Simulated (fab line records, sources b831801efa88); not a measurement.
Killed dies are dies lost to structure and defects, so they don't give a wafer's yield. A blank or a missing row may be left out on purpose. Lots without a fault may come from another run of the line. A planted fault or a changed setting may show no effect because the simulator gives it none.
fab line records | flow sky130
record lots=6 wafers=18 last_day=50
route steps=708 shown VIA2@520 METAL3@532 PAD_OPEN@708
lots that met no fault: from a run of the same line without faults
start_h: hours from the record's first day to the start of the lot's first wafer shown | wait_h: hours since the lot's step before | " the same as in the row above | L1.1+2: a row that stands for several wafers | - no value, or no start given | * or withheld: withheld | < > ~ a bound
route shown NAME@n: a module of which the file shows steps, and the number in the route of the first | usual: mean/standard deviation of fault-free wafers | same: alike in all rows | chamber/n: place in a boat | sites: the reading at each site | _std_site: their standard deviation | _edge_site: outer sites' mean less inner sites' | radius_mm: how far each site lies from the wafer's centre | mask NAME#n: copy n | behind: the tool/chamber that last shaped the wafer | hold: why the lot was held/for how many hours/how that ended | device: the transistor (n, p or np) that didn't switch | end of line: the same wafers' tests at the end of the route | a step without rows: its recipe alone | killed: dies lost to structure and defects at the first sort, not the wafer's yield | map: a wafer's dies, x killed, . not, _ none there
set.NAME: the setting as run; set.NAME@STEP: as run at that earlier step | model.NAME: the simulator's own value behind a step, which no gauge read
lots at some steps of the route; a table a step, a row a wafer
services: from which hour (start_h, from the record's first day; less than 0 if before it) a tool's chamber was out of use, for how many hours, and why
## steps
# step SKY_VIA2_OVL_MEAS_13
# usual VIA2_OVL=-4/4.6
# columns lot.wafer tool chamber start_h wait_h VIA2_OVL[nm]
L922.4 overlay-02 - 891.72 0.1 -2
L922.5 " - " " -7
L922.6 " - " " 4
L928.3 overlay-01 - 893.15 0.1 3
L928.4 " - " " -2
L928.5 " - " " -8
L932.2 overlay-02 - 942.46 0.1 5
L932.3 " - " " 0
L932.4 " - " " -1
L942.1 overlay-02 - 998.83 0.1 -7
L942.2 " - " " -10
L942.4 " - " " 2
L943.1 overlay-02 - 999.14 0.1 -14
L943.2 " - " " 2
L943.4 " - " " -10
L944.1 overlay-02 - 1000.95 0.1 -12
L944.3 " - " " -6
L944.5 " - " " -11
# step SKY_VIA2_ETCH_14
# recipe chemistry=N2/H2 target=BARC ion_energy_ev=200 source_w=500 bias_w=100 pressure_mtorr=30 n2_flow_sccm=100 h2_flow_sccm=200 stop_on=SiO2 time_s=45.9 target_depth_a=600
# step SKY_VIA2_ETCH_15
# recipe target=SiO2 chemistry=C4F8/O2/Ar target_depth_nm=546 stop_on=TiN mask_material=KrF-thick source_w=1500 bias_w=1200 pressure_mtorr=40 c4f8_flow_sccm=withheld O2_flow_sccm=6 Ar_flow_sccm=300 time_s=84
# usual oes_product_au=0.940/0.0048
# columns lot.wafer tool chamber start_h wait_h oes_product_au rf_hours_counter_h
L922.4 rie_diel-03 2 891.83 0.1 0.941 -
L922.5 " 0 " " 0.942 -
L922.6 " 2 " " 0.933 -
L928.3 rie_diel-02 0 893.22 0.0 0.935 7
L928.4 " 1 " " 0.938 11
L928.5 " 3 " " 0.934 -
L932.2 rie_diel-03 3 942.53 0.0 0.943 20
L932.3 " 0 " " 0.948 2
L932.4 " 2 " " 0.943 17
L942.1 rie_diel-01 3 998.91 0.0 0.943 4
L942.2 " 0 " " 0.941 1
L942.4 " 0 " " 0.935 -
L943.1 rie_diel-02 1 999.22 0.0 0.937 14
L943.2 " 2 " " 0.943 15
L943.4 " 0 " " 0.933 10
L944.1 rie_diel-01 2 1001.03 0.0 0.950 3
L944.3 " 3 " " 0.937 4
L944.5 " 0 " " 0.938 -
# step SKY_VIA2_STRIP_16
# recipe chemistry=O2/N2 power_w=1400 pressure_mtorr=1500 platen_temp_c=withheld o2_flow_sccm=3000 n2_flow_sccm=300 overash_fraction=0.5
# usual drypump_motor_current_A=5.7/0.38 oes_product_au=0.399/0.0047 strip_time_to_endpoint_s=4.06/0.03
# columns lot.wafer tool chamber start_h wait_h drypump_motor_current_A oes_product_au rf_hours_counter_h strip_time_to_endpoint_s
L922.4 plasma_asher-02 0 891.93 0.1 5.3 0.394 - 4.15
L922.5 " 0 " " 5.3 0.404 - 4.03
L922.6 " 1 " " 6.2 0.395 - 4.11
L928.3 plasma_asher-02 1 893.31 0.1 6.2 0.402 - 4.07
L928.4 " 0 " " 5.3 0.390 - 4.03
L928.5 " 0 " " 5.3 0.396 - 4.05
L932.2 plasma_asher-02 1 942.59 0.0 6.2 0.399 112 4.05
L932.3 " 1 " " 6.2 0.409 - 4.04
L932.4 " 0 " " 5.3 0.406 - 4.08
L942.1 plasma_asher-02 0 998.98 0.0 5.3 0.395 118 4.04
L942.2 " 1 " " 6.2 0.407 118 4.11
L942.4 " 1 " " 6.1 0.393 - 4.07
L943.1 plasma_asher-03 0 999.28 0.0 6.0 0.400 85 4.07
L943.2 " 1 " " 5.3 0.402 85 4.08
L943.4 " 1 " " 5.3 0.402 - 4.09
L944.1 plasma_asher-02 1 1001.09 0.0 6.1 0.396 118 4.09
L944.3 " 0 " " 5.3 0.397 - 4.07
L944.5 " 0 " " 5.3 0.397 - 4.12
# step SKY_VIA2_STRIP_17
# recipe chemistry=post_etch_residue_remover time_s=1200 temp_c=72.5
# step SKY_VIA2_CLEAN_18
# recipe chemistry=IPA time_s=180 temp_c=25
# step SKY_VIA2_CLEAN_19
# recipe chemistry=O3/DIW dry=n2_spin
# step SKY_VIA2_SPUTTER_20
# recipe material=TiN target_thk_nm=20 chamber_pressure_pa=5 power_w=4000 time_s=80
# usual cathode_dc_power_W=3999.9/0.66 throttle_valve_pct=29.7/1.1
# columns lot.wafer tool chamber start_h wait_h cathode_dc_power_W throttle_valve_pct
L922.4 pvd_sputter-03 - 892.49 0.0 3999.8 28.7
L922.5 " - " " 3999.2 28.3
L922.6 " - " " 3999.8 29.5
L928.3 pvd_sputter-01 - 893.92 0.0 3999.6 28.5
L928.4 " - " " 3999.2 29.5
L928.5 " - " " 4000.2 29.2
L932.2 pvd_sputter-01 - 943.25 0.0 3999.4 29.8
L932.3 " - " " 4001.0 28.5
L932.4 " - " " 4001.4 29.0
L942.1 pvd_sputter-04 - 999.57 0.0 3998.9 28.6
L942.2 " - " " 4000.3 30.5
L942.4 " - " " 3999.1 29.1
L943.1 pvd_sputter-01 - 999.87 0.0 4000.1 30.0
L943.2 " - " " 3999.5 29.3
L943.4 " - " " 4001.3 28.6
L944.1 pvd_sputter-04 - 1001.68 0.0 4001.1 30.3
L944.3 " - " " 3999.1 28.6
L944.5 " - " " 4000.6 30.1
# step SKY_VIA2_CVD_21
# recipe material=W target_thk_nm=420 time_s=126.4 temp_c=400 pressure_torr=40
# usual heater_power_w=923/87
# columns lot.wafer tool chamber start_h wait_h heater_power_w
L922.4 cvd_w-01 0 892.59 0.1 983
L922.5 " 1 " " 776
L922.6 " 0 " " 974
L928.3 cvd_w-02 1 894.05 0.1 950
L928.4 " 0 " " 1035
L928.5 " 1 " " 945
L932.2 cvd_w-02 1 943.31 0.0 867
L932.3 " 1 " " 864
L932.4 " 0 " " 990
L942.1 cvd_w-01 0 999.63 0.0 978
L942.2 " 1 " " 806
L942.4 " 1 " " 797
L943.1 cvd_w-02 1 999.93 0.0 895
L943.2 " 0 " " 1011
L943.4 " 0 " " 1002
L944.1 cvd_w-02 1 1001.75 0.0 881
L944.3 " 1 " " 861
L944.5 " 1 " " 894
# step SKY_VIA2_RS_MEAS_22
# recipe thk_meas_gauge=four-point-probe reads=W_of_VIA2_CVD_21+TiN_of_VIA2_SPUTTER_20
# usual VIA2_W_RS=0.274/0.0034
# columns lot.wafer tool chamber start_h wait_h VIA2_W_RS[ohm/sq]
L922.4 film_metro-03 - 892.74 0.1 0.272
L922.5 " - " " 0.271
L922.6 " - " " 0.275
L928.3 film_metro-03 - 894.22 0.1 0.275
L928.4 " - " " 0.269
L928.5 " - " " 0.275
L932.2 film_metro-03 - 943.46 0.1 0.279
L932.3 " - " " 0.278
L932.4 " - " " 0.274
L942.1 film_metro-02 - 999.76 0.1 0.279
L942.2 " - " " 0.278
L942.4 " - " " 0.275
L943.1 film_metro-03 - 1000.06 0.1 0.273
L943.2 " - " " 0.268
L943.4 " - " " 0.271
L944.1 film_metro-03 - 1001.88 0.1 0.278
L944.3 " - " " 0.277
L944.5 " - " " 0.276
# step SKY_VIA2_THK_MEAS_23
# recipe thk_meas_gauge=xrf reads=W_of_VIA2_CVD_21
# usual VIA2_W_THK=427/5.9
# columns lot.wafer tool chamber start_h wait_h VIA2_W_THK[nm]
L922.4 film_metro-03 - 892.83 0.1 427
L922.5 " - " " 431
L922.6 " - " " 424
L928.3 film_metro-03 - 894.32 0.1 423
L928.4 " - " " 433
L928.5 " - " " 427
L932.2 film_metro-03 - 943.57 0.1 418
L932.3 " - " " 424
L932.4 " - " " 427
L942.1 film_metro-02 - 999.88 0.1 420
L942.2 " - " " 420
L942.4 " - " " 426
L943.1 film_metro-03 - 1000.18 0.1 425
L943.2 " - " " 432
L943.4 " - " " 429
L944.1 film_metro-03 - 1002.00 0.1 421
L944.3 " - " " 420
L944.5 " - " " 423
# step SKY_VIA2_CMP_24
# recipe stop_on=SiO2 t_overpolish_s=20 down_force_psi=3.5 platen_rpm=60 target_thk_nm=0 pad_velocity_m_s=0.94248
# step SKY_METAL3_SPUTTER_00
# recipe material=Ti target_thk_nm=15 power_w=3000 time_s=10 chamber_pressure_pa=0.4
# usual cathode_dc_power_W=3000.0/0.49 throttle_valve_pct=30.2/1.1
# columns lot.wafer tool chamber start_h wait_h cathode_dc_power_W throttle_valve_pct model.Ti_of_METAL3_SPUTTER_00.thk_nm
L922.4 pvd_sputter-02 - 893.16 0.2 2999.8 31.2 15.07
L922.5 " - " " 2999.1 31.5 15.14
L922.6 " - " " 3000.1 29.9 15.35
L928.3 pvd_sputter-03 - 894.79 0.1 3000.7 28.6 15.06
L928.4 " - " " 3000.1 30.2 15.13
L928.5 " - " " 3000.0 31.2 15.03
L932.2 pvd_sputter-02 - 944.46 0.1 3000.4 29.8 15.36
L932.3 " - " " 3000.7 29.6 15.39
L932.4 " - " " 3000.6 31.6 15.12
L942.1 pvd_sputter-02 - 1000.33 0.1 3000.0 31.4 21.31
L942.2 " - " " 2999.4 30.1 21.46
L942.4 " - " " 3000.7 29.1 21.66
L943.1 pvd_sputter-02 - 1000.93 0.1 2999.9 29.4 21.58
L943.2 " - " " 3000.5 30.0 21.36
L943.4 " - " " 3000.2 31.4 21.32
L944.1 pvd_sputter-04 - 1002.36 0.2 3000.2 30.2 15.09
L944.3 " - " " 2999.6 28.8 14.96
L944.5 " - " " 3001.1 32.1 15.12
# step SKY_METAL3_SPUTTER_01
# recipe material=TiN target_thk_nm=20 power_w=6500 time_s=16.7 chamber_pressure_pa=0.4
# usual cathode_dc_power_W=6500.1/1.1 throttle_valve_pct=30.2/1.1
# columns lot.wafer tool chamber start_h wait_h cathode_dc_power_W throttle_valve_pct
L922.4 pvd_sputter-02 - 893.18 0.0 6500.4 31.4
L922.5 " - " " 6499.0 31.2
L922.6 " - " " 6498.9 30.0
L928.3 pvd_sputter-03 - 894.81 0.0 6500.7 28.3
L928.4 " - " " 6500.4 30.3
L928.5 " - " " 6498.6 31.1
L932.2 pvd_sputter-02 - 944.48 0.0 6500.8 30.1
L932.3 " - " " 6500.2 29.5
L932.4 " - " " 6498.8 31.5
L942.1 pvd_sputter-02 - 1000.35 0.0 6500.4 31.3
L942.2 " - " " 6498.2 29.7
L942.4 " - " " 6500.3 29.3
L943.1 pvd_sputter-02 - 1000.95 0.0 6501.2 29.4
L943.2 " - " " 6500.9 29.8
L943.4 " - " " 6499.8 31.3
L944.1 pvd_sputter-04 - 1002.38 0.0 6500.4 30.4
L944.3 " - " " 6498.7 29.0
L944.5 " - " " 6501.6 32.2
# step SKY_PAD_OPEN_PROBE_99
# usual defect_limited_yield=83.0/1.8 killed_at_M0_to_M3=42/6.6 killed_at_M4_up=3.0/1.7 killed_at_contacts=24/5.3 killed_at_front_end=15/4.5 killed_at_other=0.2/0.49 killed_dies=83/9 killed_open=45/6.9 killed_short=38/5.8 sort_bin_3_pad_short=0.8/0.4 sort_bin_5_function=10.0/1.5 sort_bin_6_memory=6.1/1.1 sort_n_pass=409/9 sort_yield_pct=83.0/1.8
# same gross_dies=492 killed_at_back_side=0 sort_bin_4_leakage[%]=0 sort_bin_8_speed[%]=0
# columns lot.wafer tool chamber start_h wait_h defect_limited_yield[%] killed_at_M0_to_M3 killed_at_M4_up killed_at_contacts killed_at_front_end killed_at_other killed_dies killed_open killed_short sort_bin_3_pad_short[%] sort_bin_5_function[%] sort_bin_6_memory[%] sort_n_pass sort_yield_pct[%]
L943.1 prober-02 - 1193.10 0.1 82.5 38 1 31 16 0 86 46 40 1.0 9.8 6.7 406 82.5
L943.2 prober-02 - 1193.15 0.1 84.8 42 1 21 11 0 75 34 41 1.2 8.5 5.5 417 84.8
L943.4 prober-02 - 1193.25 0.2 82.5 45 3 25 12 1 86 40 46 1.6 9.8 6.1 406 82.5
L942.1 prober-01 - 1194.13 0.1 85.0 37 3 21 12 1 74 46 27 0.8 8.7 5.5 418 85.0
L942.2 prober-01 - 1194.18 0.1 84.8 48 1 17 9 0 75 33 42 0.6 9.8 4.9 417 84.8
L942.4 prober-01 - 1194.28 0.2 82.9 41 3 25 14 1 84 39 45 0.4 11.8 4.9 408 82.9
# killed by level:class
L943.1 LI_CONTACT:geometric_particle:open=10 CONTACT:geometric_particle:open=8 LI_CONTACT:geometric_particle:short=7 VIA1:geometric_particle:open=7 FIELD_ISO:geometric_particle:short=6 METAL2:geometric_particle:short=6 FIELD_ISO:geometric_particle:open=5 VIA1:geometric_particle:short=5
L943.2 VIA1:geometric_particle:open=9 METAL2:geometric_particle:short=8 LI_CONTACT:geometric_particle:open=7 FIELD_ISO:geometric_particle:short=5 VIA2:geometric_particle:short=5 LOCAL_INTERCONNECT:geometric_particle:short=4 CONTACT:geometric_particle:short=4 CONTACT:geometric_particle:open=4
L943.4 METAL1:geometric_particle:short=9 VIA3:geometric_particle:open=9 LI_CONTACT:geometric_particle:open=7 VIA1:geometric_particle:open=7 CONTACT:geometric_particle:short=6 CONTACT:geometric_particle:open=5 VIA1:geometric_particle:short=5 LOCAL_INTERCONNECT:geometric_particle:short=4
L942.1 VIA1:geometric_particle:open=10 CONTACT:geometric_particle:open=8 LI_CONTACT:geometric_particle:open=7 VIA3:geometric_particle:open=5 POLY_GATE:geometric_particle:open=4 VIA2:geometric_particle:open=4 VIA3:geometric_particle:short=4 METAL1:geometric_particle:short=3
L942.2 VIA1:geometric_particle:open=11 CONTACT:geometric_particle:open=7 METAL1:geometric_particle:short=7 VIA3:geometric_particle:short=6 VIA1:geometric_particle:short=6 VIA2:geometric_particle:open=5 METAL2:geometric_particle:short=5 FIELD_ISO:geometric_particle:open=4
L942.4 VIA1:geometric_particle:open=10 VIA3:geometric_particle:open=8 LI_CONTACT:geometric_particle:open=5 LOCAL_INTERCONNECT:geometric_particle:short=5 CONTACT:geometric_particle:open=5 CONTACT:geometric_particle:short=5 METAL1:geometric_particle:short=5 METAL2:geometric_particle:short=5
## services
# columns tool chamber start_h hours kind
rie_diel-01 2 882.26 4.1 repair
cvd_w-02 - 904.00 14.0 pm
cvd_w-02 0 904.00 14.0 vent_cycle
cvd_w-02 1 904.00 14.0 vent_cycle
pvd_sputter-02 - 908.35 4.1 repair
rie_diel-03 - 908.44 2.8 pm
plasma_asher-02 - 913.32 2.1 repair
cvd_w-02 0 918.00 - clean
cvd_w-02 1 918.00 - clean
rie_diel-03 - 933.19 0.7 repair
rie_diel-01 0 938.78 3.4 repair
pvd_sputter-02 0 939.23 - consumable_replace:kit
pvd_sputter-02 0 939.23 18.0 scheduled_down
pvd_sputter-02 0 939.23 18.0 vent_cycle
rie_diel-02 0 945.26 8.0 repair
plasma_asher-03 - 949.01 3.4 repair
pvd_sputter-03 0 951.10 - consumable_replace:kit
pvd_sputter-03 0 951.10 18.0 scheduled_down
pvd_sputter-03 0 951.10 18.0 vent_cycle
rie_diel-01 3 953.55 3.7 repair
pvd_sputter-03 - 962.79 1.5 repair
pvd_sputter-03 - 968.51 6.8 repair
rie_diel-01 1 983.50 44.0 repair
cvd_w-02 0 985.20 9.9 repair
## key
first_sign none at tools or gauges
model_effect step=SKY_METAL3_SPUTTER_00 value=Ti_of_METAL3_SPUTTER_00.thk_nm without=15.1 struck=21.45
met_at SKY_METAL3_SPUTTER_00
struck_wafers L942.1,L942.2,L942.4,L943.1,L943.2,L943.4
onset_between 944.46 1000.33
fault kind=process_parameter_drift tool=pvd_sputter-02 chamber=- onset_h=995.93 steps=SKY_METAL3_SPUTTER_00 channel=target_thk_nm offset=6.3485 shape=step end_h=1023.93 acts_in=these_recipes_only stated=15
